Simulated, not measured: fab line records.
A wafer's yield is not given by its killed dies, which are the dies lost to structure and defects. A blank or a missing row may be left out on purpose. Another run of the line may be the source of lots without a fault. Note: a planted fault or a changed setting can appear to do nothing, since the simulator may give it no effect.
Which tool is to blame? || flow gf180mcu || 14 lots with 42 wafers sampled at 3 steps, on a route of 602 steps

WHAT THE GAUGES SHOWED, per wafer
GF_MIM_THK_MEAS_11: measures by xrf. Usual: MIM_ALCU_THK 210 nm, standard deviation 3.7.
{"lot": "L591", "measured": "day 24 13:38", "on": "filmMetro-01", "MIM_ALCU_THK (nm)": "212 212 210", "flag": ""}
{"lot": "L592", "measured": "day 24 20:52", "on": "filmMetro-01", "MIM_ALCU_THK (nm)": "219 214 212", "flag": ""}
{"lot": "L593", "measured": "day 25 05:17", "on": "filmMetro-03", "MIM_ALCU_THK (nm)": "212 218 211", "flag": ""}
{"lot": "L594", "measured": "day 25 14:11", "on": "filmMetro-04", "MIM_ALCU_THK (nm)": "218 210 214", "flag": ""}
{"lot": "L596", "measured": "day 26 10:13", "on": "filmMetro-03", "MIM_ALCU_THK (nm)": "206 207 206", "flag": ""}
{"lot": "L601", "measured": "day 28 03:18", "on": "filmMetro-03", "MIM_ALCU_THK (nm)": "208 217 212", "flag": ""}
{"lot": "L602", "measured": "day 28 09:56", "on": "filmMetro-03", "MIM_ALCU_THK (nm)": "212 213 209", "flag": ""}
{"lot": "L603", "measured": "day 28 12:59", "on": "filmMetro-04", "MIM_ALCU_THK (nm)": "215 210 212", "flag": ""}
{"lot": "L604", "measured": "day 29 02:13", "on": "filmMetro-01", "MIM_ALCU_THK (nm)": "210 211 211", "flag": ""}
{"lot": "L605", "measured": "day 29 06:43", "on": "filmMetro-01", "MIM_ALCU_THK (nm)": "209 216 213", "flag": ""}
{"lot": "L607", "measured": "day 29 20:57", "on": "filmMetro-01", "MIM_ALCU_THK (nm)": "211 206 211", "flag": ""}
{"lot": "L611", "measured": "day 30 20:55", "on": "filmMetro-04", "MIM_ALCU_THK (nm)": "211 215 214", "flag": ""}
{"lot": "L612", "measured": "day 31 00:49", "on": "filmMetro-01", "MIM_ALCU_THK (nm)": "209 205 210", "flag": ""}
{"lot": "L614", "measured": "day 31 18:37", "on": "filmMetro-04", "MIM_ALCU_THK (nm)": "213 208 210", "flag": ""}

WHICH TOOL RAN EACH LOT (tool, then ch and the chambers of the sampled wafers, then the start)
{"lot": "L591", "GF_MIM_SPUTTER_02": "pvdSputter-01, day 24 13:11", "GF_MIM_SPUTTER_03": "pvdSputter-01, day 24 13:13"}
{"lot": "L592", "GF_MIM_SPUTTER_02": "pvdSputter-04, day 24 20:28", "GF_MIM_SPUTTER_03": "pvdSputter-04, day 24 20:29"}
{"lot": "L593", "GF_MIM_SPUTTER_02": "pvdSputter-04, day 25 04:53", "GF_MIM_SPUTTER_03": "pvdSputter-04, day 25 04:55"}
{"lot": "L594", "GF_MIM_SPUTTER_02": "pvdSputter-04, day 25 13:47", "GF_MIM_SPUTTER_03": "pvdSputter-04, day 25 13:49"}
{"lot": "L596", "GF_MIM_SPUTTER_02": "pvdSputter-02, day 26 09:47", "GF_MIM_SPUTTER_03": "pvdSputter-02, day 26 09:49"}
{"lot": "L601", "GF_MIM_SPUTTER_02": "pvdSputter-04, day 28 02:53", "GF_MIM_SPUTTER_03": "pvdSputter-04, day 28 02:55"}
{"lot": "L602", "GF_MIM_SPUTTER_02": "pvdSputter-04, day 28 09:31", "GF_MIM_SPUTTER_03": "pvdSputter-04, day 28 09:32"}
{"lot": "L603", "GF_MIM_SPUTTER_02": "pvdSputter-02, day 28 12:34", "GF_MIM_SPUTTER_03": "pvdSputter-02, day 28 12:37"}
{"lot": "L604", "GF_MIM_SPUTTER_02": "pvdSputter-01, day 29 01:49", "GF_MIM_SPUTTER_03": "pvdSputter-01, day 29 01:50"}
{"lot": "L605", "GF_MIM_SPUTTER_02": "pvdSputter-02, day 29 06:19", "GF_MIM_SPUTTER_03": "pvdSputter-02, day 29 06:20"}
{"lot": "L607", "GF_MIM_SPUTTER_02": "pvdSputter-04, day 29 20:32", "GF_MIM_SPUTTER_03": "pvdSputter-04, day 29 20:34"}
{"lot": "L611", "GF_MIM_SPUTTER_02": "pvdSputter-04, day 30 20:30", "GF_MIM_SPUTTER_03": "pvdSputter-04, day 30 20:32"}
{"lot": "L612", "GF_MIM_SPUTTER_02": "pvdSputter-02, day 31 00:24", "GF_MIM_SPUTTER_03": "pvdSputter-02, day 31 00:26"}
{"lot": "L614", "GF_MIM_SPUTTER_02": "pvdSputter-01, day 31 18:11", "GF_MIM_SPUTTER_03": "pvdSputter-01, day 31 18:13"}
- GF_MIM_SPUTTER_02: material AlCu, target thk 450 nm, time 23.9 s.
- GF_MIM_SPUTTER_03: material Ti, target thk 10 nm, time 6.7 s.

AS READ BY THE TOOLS THEMSELVES (means over the sampled wafers that have a number; for cases with no such wafer, the mark the record gives instead)
GF_MIM_SPUTTER_02. Usual: throttleValvePct at 30.0 %, with a standard deviation of 1.1.
{"lot": "L591", "tool": "pvdSputter-01", "throttleValvePct (%)": 30.6, "flag": ""}
{"lot": "L592", "tool": "pvdSputter-04", "throttleValvePct (%)": 30.0, "flag": ""}
{"lot": "L593", "tool": "pvdSputter-04", "throttleValvePct (%)": 30.3, "flag": ""}
{"lot": "L594", "tool": "pvdSputter-04", "throttleValvePct (%)": 29.5, "flag": ""}
{"lot": "L596", "tool": "pvdSputter-02", "throttleValvePct (%)": 29.6, "flag": ""}
{"lot": "L601", "tool": "pvdSputter-04", "throttleValvePct (%)": 29.1, "flag": ""}
{"lot": "L602", "tool": "pvdSputter-04", "throttleValvePct (%)": 29.7, "flag": ""}
{"lot": "L603", "tool": "pvdSputter-02", "throttleValvePct (%)": 30.5, "flag": ""}
{"lot": "L604", "tool": "pvdSputter-01", "throttleValvePct (%)": 30.4, "flag": ""}
{"lot": "L605", "tool": "pvdSputter-02", "throttleValvePct (%)": 30.4, "flag": ""}
{"lot": "L607", "tool": "pvdSputter-04", "throttleValvePct (%)": 30.8, "flag": ""}
{"lot": "L611", "tool": "pvdSputter-04", "throttleValvePct (%)": 29.8, "flag": ""}
{"lot": "L612", "tool": "pvdSputter-02", "throttleValvePct (%)": 29.4, "flag": ""}
{"lot": "L614", "tool": "pvdSputter-01", "throttleValvePct (%)": 30.7, "flag": ""}

GF_MIM_SPUTTER_03. Usual: throttleValvePct at 30.0 %, with a standard deviation of 1.1.
{"lot": "L591", "tool": "pvdSputter-01", "throttleValvePct (%)": 30.7, "flag": ""}
{"lot": "L592", "tool": "pvdSputter-04", "throttleValvePct (%)": 30.1, "flag": ""}
{"lot": "L593", "tool": "pvdSputter-04", "throttleValvePct (%)": 30.3, "flag": ""}
{"lot": "L594", "tool": "pvdSputter-04", "throttleValvePct (%)": 29.6, "flag": ""}
{"lot": "L596", "tool": "pvdSputter-02", "throttleValvePct (%)": 29.7, "flag": ""}
{"lot": "L601", "tool": "pvdSputter-04", "throttleValvePct (%)": 28.8, "flag": ""}
{"lot": "L602", "tool": "pvdSputter-04", "throttleValvePct (%)": 29.7, "flag": ""}
{"lot": "L603", "tool": "pvdSputter-02", "throttleValvePct (%)": 30.6, "flag": ""}
{"lot": "L604", "tool": "pvdSputter-01", "throttleValvePct (%)": 30.3, "flag": ""}
{"lot": "L605", "tool": "pvdSputter-02", "throttleValvePct (%)": 30.3, "flag": ""}
{"lot": "L607", "tool": "pvdSputter-04", "throttleValvePct (%)": 30.7, "flag": ""}
{"lot": "L611", "tool": "pvdSputter-04", "throttleValvePct (%)": 29.8, "flag": ""}
{"lot": "L612", "tool": "pvdSputter-02", "throttleValvePct (%)": 29.6, "flag": ""}
{"lot": "L614", "tool": "pvdSputter-01", "throttleValvePct (%)": 30.8, "flag": ""}

THE ANSWER, worked out from the rows above alone
Rule: a lot counts as off when the mean over its wafers that have a number is more than 3 standard deviations away from the usual mean. A lot without any number at a reading at which 4 lots or more have one is off too. All remaining lots with rows at the step are treated as sound. Order of review: gauges by route order, followed by the tools' own readings, for which a lot's mean as printed above is used. At the first step where some lot is off, the reading lying furthest off is the one used; lots without a number count as furthest.
Across all readings shown, no lot is off: no conclusion can be drawn from this.

WHAT HAD BEEN PUT IN BY THE SIMULATOR
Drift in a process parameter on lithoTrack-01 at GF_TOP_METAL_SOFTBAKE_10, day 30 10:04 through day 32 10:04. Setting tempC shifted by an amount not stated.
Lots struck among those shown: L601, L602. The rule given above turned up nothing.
